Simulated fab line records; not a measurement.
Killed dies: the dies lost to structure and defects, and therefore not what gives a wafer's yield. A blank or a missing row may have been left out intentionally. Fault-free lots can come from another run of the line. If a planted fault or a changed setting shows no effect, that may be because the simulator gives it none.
One fault through the eyes of 2 desks -- flow gf180mcu -- numbers are kept per desk, each desk with only its own; the story behind them comes last

FOR THE TOOL OWNER'S DESK: implanter-03
The tool's own readings at GF_NWELL_IMPLANT_08: means of the sampled wafers that have a number, for each lot that ran on this tool. A lot is out of limits, marked OUT, if its mean lies more than 4 standard deviations from the usual mean; the brackets give that distance.
Columns: A = dose ions cm2 at GF_NWELL_IMPLANT_08, usual 1.5001e+13; B = faraday current uA at GF_NWELL_IMPLANT_08, usual 84.5
lot,first seen here,A,B
L184,day 3 08:10,1.5005e+13,83.1
L187,day 3 23:34,1.4979e+13,84.0
L192,day 5 04:19,1.5012e+13,85.1
L193,day 5 06:55,1.5005e+13,84.7
L194,day 5 13:05,1.1605e+13 (-99 or more) OUT,66.2 (-11) OUT
L195,day 5 18:16,1.1619e+13 (-99 or more) OUT,64.3 (-13) OUT
This desk finds L194, L195 out of limits, L194 being first, at day 5 13:05 (dose ions cm2 at GF_NWELL_IMPLANT_08). L184, L187, L192, L193: within limits.

FROM THE METROLOGY DESK
Means of the sampled wafers that have a number, per lot and without regard to the tool the lot ran on: this is what the gauges read. A lot is out of limits, marked OUT, if its mean lies more than 4 standard deviations from the usual mean; the brackets give that distance.
Columns: A = NWELL_TW at GF_NWELL_TW_MEAS_11, usual 1579; B = MVSD_OVL at GF_MVSD_OVL_MEAS_07, usual 0.1 nm; C = MVSD_TW at GF_MVSD_TW_MEAS_11, usual 1574; D = VT_IMPLANT_02_OVL at GF_VT_IMPLANT_OVL_MEAS_29, usual -0.3 nm; E = NWELL_RS at GF_VT_IMPLANT_RS_MEAS_47, usual 486.6 ohm/sq
lot,first seen here,A,B,C,D,E
L184,day 3 08:34,1567,0.3,1568,0.4,486.6
L186,day 3 19:26,1569,-1.2,1570,-1.7,486.0
L187,day 3 23:58,1601,0.3,1570,0.4,487.3
L189,day 4 11:57,1567,-2.0,1567,1.2,487.8
L190,day 4 16:14,1595,-0.1,1595,-0.9,487.3
L191,day 4 22:16,1573,0.8,1573,0.4,484.8
L192,day 5 04:41,1593,-2.0,1568,2.8,486.6
L193,day 5 07:19,1570,-0.6,1568,0.3,486.1
L194,day 5 13:27,1486 (-7.1) OUT,0.5,1587,-1.9,558.3 (+65) OUT
L195,day 5 18:40,1463 (-8.9) OUT,1.6,1592,0.2,559.7 (+66) OUT
L204,day 8 03:52,1567,-0.2,1564,-1.7,486.6
L206,day 8 15:08,1561,0.2,1563,-1.8,485.7
L205,day 8 16:01,1585,-1.1,1570,-0.3,487.0
Finding of this desk: L194, L195 out of limits, first seen on L194 at day 5 13:27 (NWELL_TW at GF_NWELL_TW_MEAS_11). L184, L186, L187, L189, L190, L191, L192, L193, L204, L206, L205: within limits.

BROUGHT TOGETHER
The tool owner's desk could have raised an alarm at day 5 13:05, on L194, L195.
L194, L195 would have let the metrology desk raise an alarm at day 5 13:27.
The lots listed all ran GF_NWELL_IMPLANT_08 on implanter-03.

WHAT WAS PUT IN BY THE SIMULATOR
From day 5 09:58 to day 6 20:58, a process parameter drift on implanter-03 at GF_NWELL_IMPLANT_08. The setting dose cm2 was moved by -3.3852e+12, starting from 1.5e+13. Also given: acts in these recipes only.
Lots struck among those shown: L194, L195.
Delay (hours) between the fault's onset and each desk's first out-of-limits reading: 3 at the tool owner's desk, 3 at the metrology desk.
